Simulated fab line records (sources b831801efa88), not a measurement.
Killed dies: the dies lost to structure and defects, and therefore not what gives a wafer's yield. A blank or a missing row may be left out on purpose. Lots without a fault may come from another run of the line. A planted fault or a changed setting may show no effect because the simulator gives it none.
The tool behind it: which one? ; flow gf180mcu ; Sampling: 15 lots, 45 wafers, 3 of 602 route steps

WHAT EACH GAUGE READ, for each wafer
GF_POLY_GATE_THK_MEAS_17. Usual: POLY_GATE_OXIDATION_THK gives 3.99 nm (standard deviation 0.076).
lot;measured;on;POLY_GATE_OXIDATION_THK (nm);flag
L787;day 9 20:56;film-metro-03;3.85 3.94 3.86;
L788;day 9 22:53;film-metro-02;3.90 3.88 4.02;
L789;day 10 04:19;film-metro-02;4.09 4.15 4.06;
L790;day 10 19:26;film-metro-03;3.97 4.04 4.10;
L791;day 10 21:50;film-metro-04;3.87 3.84 3.93;
L794;day 12 13:46;film-metro-03;4.01 4.04 4.04;
L796;day 12 16:58;film-metro-03;3.98 4.00 4.00;
L795;day 12 20:16;film-metro-03;4.02 3.99 4.07;
L798;day 13 05:02;film-metro-04;3.91 3.92 3.86;
L799;day 13 21:13;film-metro-04;3.95 3.99 4.03;
L800;day 14 01:09;film-metro-03;4.10 3.94 3.97;
L803;day 14 15:25;film-metro-02;4.11 4.15 4.09;
L804;day 15 02:26;film-metro-03;3.95 4.04 3.97;
L805;day 15 10:34;film-metro-02;3.90 3.88 3.94;
L808;day 16 09:59;film-metro-03;4.09 3.96 3.93;

WHAT TOOL EACH LOT RAN ON (gives the tool, then ch and the chambers of the sampled wafers, and finally the start)
lot;GF_DUAL_GATE_STRIP_13;GF_POLY_GATE_STRIP_14
L787;plasma-asher-03 ch 0,1, day 8 22:04;plasma-asher-01 ch 0,1, day 9 19:32
L788;plasma-asher-04 ch 0,1, day 9 00:47;plasma-asher-02 ch 0,1, day 9 21:30
L789;plasma-asher-02 ch 0,1, day 9 05:03;plasma-asher-02 ch 0,1, day 10 01:59
L790;plasma-asher-04 ch 1, day 9 18:37;plasma-asher-02 ch 0,1, day 10 14:55
L791;plasma-asher-03 ch 0,1, day 9 22:17;plasma-asher-02 ch 0,1, day 10 19:03
L794;plasma-asher-02 ch 1, day 11 11:22;plasma-asher-01 ch 0,1, day 12 11:46
L796;plasma-asher-04 ch 0,1, day 11 17:09;plasma-asher-02 ch 0,1, day 12 15:34
L795;plasma-asher-03 ch 0,1, day 11 19:22;plasma-asher-02 ch 0,1, day 12 18:52
L798;plasma-asher-02 ch 1, day 12 04:43;plasma-asher-02 ch 0,1, day 13 03:37
L799;plasma-asher-03 ch 0,1, day 12 20:10;plasma-asher-02 ch 0,1, day 13 19:09
L800;plasma-asher-03 ch 0,1, day 12 22:33;plasma-asher-02 ch 0,1, day 13 22:58
L803;plasma-asher-02 ch 0,1, day 13 11:19;plasma-asher-02 ch 0,1, day 14 13:28
L804;plasma-asher-02 ch 0,1, day 13 19:29;plasma-asher-02 ch 0,1, day 14 23:14
L805;plasma-asher-03 ch 0,1, day 14 04:46;plasma-asher-03 ch 0,1, day 15 05:16
L808;plasma-asher-02 ch 0,1, day 14 23:58;plasma-asher-01 ch 0,1, day 16 04:40
- GF_DUAL_GATE_STRIP_13: strips in O2/N2.
- GF_POLY_GATE_STRIP_14: strips in O2/N2.

WHAT THE TOOLS THEMSELVES READ (means of the sampled wafers that have a number; where no wafer has one, the mark that the record gives instead)
GF_DUAL_GATE_STRIP_13. Usual: drypump-motor-current-A 6.1 A, standard deviation 0.5; heater-power-w 321 W, standard deviation 20; o2-flow-sccm 3001 sccm, standard deviation 9.6; oes-product-au 0.716 a.u., standard deviation 0.0048; strip-time-to-endpoint-s 12.63 s, standard deviation 0.033.
lot;tool;drypump-motor-current-A (A);heater-power-w (W);o2-flow-sccm (sccm);oes-product-au (a.u.);strip-time-to-endpoint-s (s);flag
L787;plasma-asher-03;6.5;336;3006;0.712;12.63;
L788;plasma-asher-04;5.4;317;3000;0.715;12.68;
L789;plasma-asher-02;5.9;314;2993;0.713;12.64;
L790;plasma-asher-04;5.4;316;3001;0.713;12.65;
L791;plasma-asher-03;6.5;341;2992;0.719;12.65;
L794;plasma-asher-02;6.5;308;3007;0.720;12.60;
L796;plasma-asher-04;5.5;316;2995;0.719;12.66;
L795;plasma-asher-03;6.5;340;2997;0.710;12.65;
L798;plasma-asher-02;6.5;308;3013;0.714;12.56;
L799;plasma-asher-03;6.1;330;2995;0.714;12.63;
L800;plasma-asher-03;6.1;330;3010;0.711;12.63;
L803;plasma-asher-02;5.9;310;3008;0.719;12.63;
L804;plasma-asher-02;6.2;305;3002;0.718;12.63;
L805;plasma-asher-03;6.1;327;2996;0.717;12.64;
L808;plasma-asher-02;6.0;307;2992;0.713;12.63;

GF_POLY_GATE_STRIP_14. Usual: drypump-motor-current-A 6.0 A, standard deviation 0.45; heater-power-w 318 W, standard deviation 17; o2-flow-sccm 3001 sccm, standard deviation 9.3; oes-product-au 0.505 a.u., standard deviation 0.0048.
lot;tool;drypump-motor-current-A (A);heater-power-w (W);o2-flow-sccm (sccm);oes-product-au (a.u.);flag
L787;plasma-asher-01;5.5;341;3008;0.506;
L788;plasma-asher-02;6.2;308;3009;0.502;
L789;plasma-asher-02;6.2;311;3007;0.513;
L790;plasma-asher-02;6.0;310;2988;0.504;
L791;plasma-asher-02;6.2;307;3010;0.503;
L794;plasma-asher-01;5.4;346;2999;0.505;
L796;plasma-asher-02;6.2;309;3009;0.505;
L795;plasma-asher-02;6.0;310;2996;0.506;
L798;plasma-asher-02;6.2;306;3000;0.503;
L799;plasma-asher-02;6.2;304;2997;0.502;
L800;plasma-asher-02;6.2;310;2997;0.503;
L803;plasma-asher-02;5.9;311;2996;0.505;
L804;plasma-asher-02;6.0;308;2989;0.504;
L805;plasma-asher-03;6.5;345;3003;0.503;
L808;plasma-asher-01;5.4;343;3001;0.504;

THE ANSWER, worked out from the rows above alone
Rule: lot off if the mean of its wafers having a number is beyond 3 standard deviations from the usual mean. Also off: a lot with no number at a reading for which 4 or more lots have one. Any other lot the step has rows for is counted as sound. After the gauges, taken in route order, come the tools' own readings; for these a lot's mean is taken, as printed above. At the first step where some lot is off, the reading lying furthest off is the one used; lots without a number count as furthest.
Nothing can be told from this: no lot is off at any reading shown.

WHAT HAD BEEN PUT IN BY THE SIMULATOR
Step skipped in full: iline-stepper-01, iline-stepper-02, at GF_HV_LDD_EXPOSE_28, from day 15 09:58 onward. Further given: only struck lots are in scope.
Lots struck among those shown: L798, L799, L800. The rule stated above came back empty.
